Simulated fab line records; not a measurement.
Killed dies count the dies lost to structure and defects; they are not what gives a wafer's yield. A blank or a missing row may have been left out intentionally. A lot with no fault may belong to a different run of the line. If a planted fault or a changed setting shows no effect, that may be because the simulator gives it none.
Chamber matching    flow gf180mcu    GF_V4_ETCH_16 on rie diel-02: 4 sister chambers
The step etches BARC in N2/H2. 4 wafers are shown with their chamber, then 7 later ones without.

== WAFERS WITH THEIR CHAMBER ==
wafer   chamber  drypump motor current A (A)
L163.1  0        6.1
L164.5  1        5.9
L168.1  2        5.7
L168.3  3        6.0

== WAFERS WITH NO CHAMBER GIVEN ==
wafer   drypump motor current A (A)
L168.5  5.8
L170.4  5.7
L170.5  5.7
L170.6  5.8
L178.1  6.1
L178.4  5.8
L178.5  6.0

== THE CHAMBER EACH PASSED THROUGH ==
wafer   from the rows above           in truth
L168.5  can't be placed: 2 or 1 or 3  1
L170.4  2                             2
L170.5  2                             2
L170.6  can't be placed: 2 or 1 or 3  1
L178.1  can't be placed: 0 or 3       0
L178.4  can't be placed: 2 or 1 or 3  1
L178.5  can't be placed: 3 or 0 or 1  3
2 of 7 placed correctly. Not placeable from these rows: 5 (in 5, the candidates include the true chamber). 0 placed wrongly.
How it was worked out, from the rows above alone: a wafer's distance from a chamber is the root of the sum, over the readings, of the square of ((its reading less the chamber's mean) divided by the reading's scatter). The wafer belongs to the nearest chamber; if the next one is less than 2 further off, it can't be placed. A chamber's mean is the mean of its shown wafers. The scatter (one wafer shown for each chamber): square how far every hidden wafer sits from the nearest shown wafer, average those squares and take the square root.
